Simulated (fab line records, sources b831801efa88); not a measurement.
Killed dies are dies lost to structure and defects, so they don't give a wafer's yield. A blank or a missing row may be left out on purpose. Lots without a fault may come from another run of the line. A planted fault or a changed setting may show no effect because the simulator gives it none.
A struck lot beside a sound one | flow sky130 | 44 steps out of a route of 708
Sound: wafers L802.4, L802.5, L802.6. Struck: wafers L798.3, L798.5, L798.6. The cause comes at the end.
At each step with rows: each side's tool, then ch and its chambers, then its first start. Under that, the readings that differ: sound wafers | struck wafers | difference of the means | sigmas: that difference in standard deviations of wafers without a fault.
alike: readings whose means differ by less than 2 such deviations, and words and numbers that are the same on both sides. not compared: withheld readings, readings that some wafer has no value for, bounds like >300 that may hide the same value, and numbers for which the record gives no deviation and whose values overlap.
The two part at a step that has a row with sigmas, a row that says differs or no value, or rows on one side only. Numbers that don't overlap but have no deviation are shown without sigmas and don't part them. A reading that every wafer of one side lacks parts them only if that side has two wafers or more.

first, 8 steps without rows for these wafers: SKY_DNWELL_DEHYDRATE_00 (time 60 s); SKY_DNWELL_HMDS_01 (prime time 60 s); SKY_DNWELL_COAT_02 (resist thk 3000 nm); SKY_DNWELL_SOFTBAKE_03; SKY_DNWELL_EXPOSE_04 (exposes mask DNM, target cd 3000 nm); SKY_DNWELL_PEB_05; SKY_DNWELL_DEVELOP_06 (develop time 60 s); SKY_DNWELL_IMPLANT_07.
SKY_DNWELL_STRIP_08: strips in O2/N2.
  sound on plasma_asher-03 ch 0,1, day 7 04:44; struck on plasma_asher-03 ch 0,1, day 6 08:08
  reading                      | sound             | struck            | difference | sigmas
  strip_time_to_endpoint_s (s) | 36.80 36.92 36.83 | 36.64 36.52 36.51 | -0.29      | -2
  alike: drypump_motor_current_A, oes_product_au
  not compared: rf_hours_counter_h
SKY_DNWELL_TW_MEAS_09:
  sound on film_metro-03, day 7 04:49; struck on film_metro-01, day 6 08:13
  alike: DNWELL_TW
then, 2 steps without rows for these wafers: SKY_PWDE_DEHYDRATE_00 (time 60 s); SKY_PWDE_HMDS_01 (prime time 60 s).
SKY_PWDE_COAT_02: resist thk 3000 nm.
  sound on litho_track-02 ch 0, day 7 14:34; struck on litho_track-01 ch 0, day 6 18:02
  reading                                | sound          | struck          | difference | sigmas
  model.coat_of_PWDE_COAT_02.thk_nm (nm) | 3004 3004 3004 | 603 603.3 606.3 | -2400      |
  alike: chill_plate_temp_C, resist_line_temp_C
then, 3 steps without rows for these wafers: SKY_PWDE_SOFTBAKE_03; SKY_PWDE_EXPOSE_04 (exposes mask PWDEM, target cd 840 nm); SKY_PWDE_PEB_05.
SKY_PWDE_DEVELOP_06: develop time 60 s.
  sound on litho_track-04 ch 0; struck on litho_track-01 ch 0
  reading                                | sound             | struck            | difference | sigmas
  resist_line_temp_C (C)                 | 22.97 22.77 22.85 | 23.10 23.21 23.01 | +0.24      | +2
  model.coat_of_PWDE_COAT_02.thk_nm (nm) | 3000 3000 3000    | 598.8 599.1 602   | -2400.0    |
  alike: chill_plate_temp_C
SKY_PWDE_OVL_MEAS_07:
  sound on overlay-02, day 8 00:34; struck on overlay-01, day 7 03:56
  alike: PWDE_OVL
then, 1 step without rows for these wafers: SKY_PWDE_IMPLANT_08.
SKY_PWDE_STRIP_09: strips in O2/N2.
  sound on plasma_asher-01 ch 0,1, day 8 00:46; struck on plasma_asher-01 ch 0,1, day 7 04:09
  reading                      | sound             | struck            | difference | sigmas
  oes_product_au (a.u.)        | 0.728 0.727 0.721 | 0.591 0.581 0.586 | -0.139     | -34
  strip_time_to_endpoint_s (s) | 36.97 36.95 36.96 | 8.40 8.40 8.46    | -28.54     | -99 or more
  alike: drypump_motor_current_A
  not compared: rf_hours_counter_h
SKY_PWDE_TW_MEAS_10:
  sound on film_metro-01, day 8 00:52; struck on film_metro-01, day 7 04:14
  alike: PWDE_TW
then, 7 steps without rows for these wafers: SKY_NWELL_DEHYDRATE_03 (time 60 s); SKY_NWELL_HMDS_04 (prime time 60 s); SKY_NWELL_COAT_05 (resist thk 3000 nm); SKY_NWELL_SOFTBAKE_06; SKY_NWELL_EXPOSE_07 (exposes mask NWM, target cd 840 nm); SKY_NWELL_PEB_08; SKY_NWELL_DEVELOP_09 (develop time 60 s).
SKY_NWELL_OVL_MEAS_10:
  sound on overlay-01, day 8 21:35; struck on overlay-01, day 7 23:33
  alike: NWELL_00_OVL
then, 3 steps without rows for these wafers: SKY_NWELL_IMPLANT_11; SKY_NWELL_IMPLANT_12; SKY_NWELL_IMPLANT_13.
SKY_NWELL_STRIP_14: strips in O2/N2.
  sound on plasma_asher-02 ch 0,1, day 8 22:05; struck on plasma_asher-01 ch 0,1, day 8 00:04
  alike: drypump_motor_current_A, oes_product_au, strip_time_to_endpoint_s
  not compared: rf_hours_counter_h
SKY_NWELL_TW_MEAS_15:
  sound on film_metro-03, day 8 22:11; struck on film_metro-03, day 8 00:09
  alike: NWELL_TW
then, 7 steps without rows for these wafers: SKY_NWELL_DEHYDRATE_16 (time 60 s); SKY_NWELL_HMDS_17 (prime time 60 s); SKY_NWELL_COAT_18 (resist thk 3000 nm); SKY_NWELL_SOFTBAKE_19; SKY_NWELL_EXPOSE_20 (exposes mask NWM COMPLEMENT, target cd 840 nm); SKY_NWELL_PEB_21; SKY_NWELL_DEVELOP_22 (develop time 60 s).
SKY_NWELL_OVL_MEAS_23:
  sound on overlay-02, day 9 20:13; struck on overlay-01, day 8 21:18
  alike: NWELL_01_OVL
SKY_NWELL_TW_MEAS_26:
  sound on film_metro-03, day 9 20:31; struck on film_metro-04, day 8 21:36
  reading    | sound       | struck      | difference | sigmas
  NWELL_2_TW | 494 494 494 | 518 515 514 | +22        | +6
SKY_PAD_OPEN_PROBE_99:
  the record has rows for the sound wafers here (prober-01, day 50 01:30) and none for the struck ones

WHERE THEY PART
First at SKY_DNWELL_STRIP_08; last, within this record, at SKY_PAD_OPEN_PROBE_99.

WHY: what the simulator had put in
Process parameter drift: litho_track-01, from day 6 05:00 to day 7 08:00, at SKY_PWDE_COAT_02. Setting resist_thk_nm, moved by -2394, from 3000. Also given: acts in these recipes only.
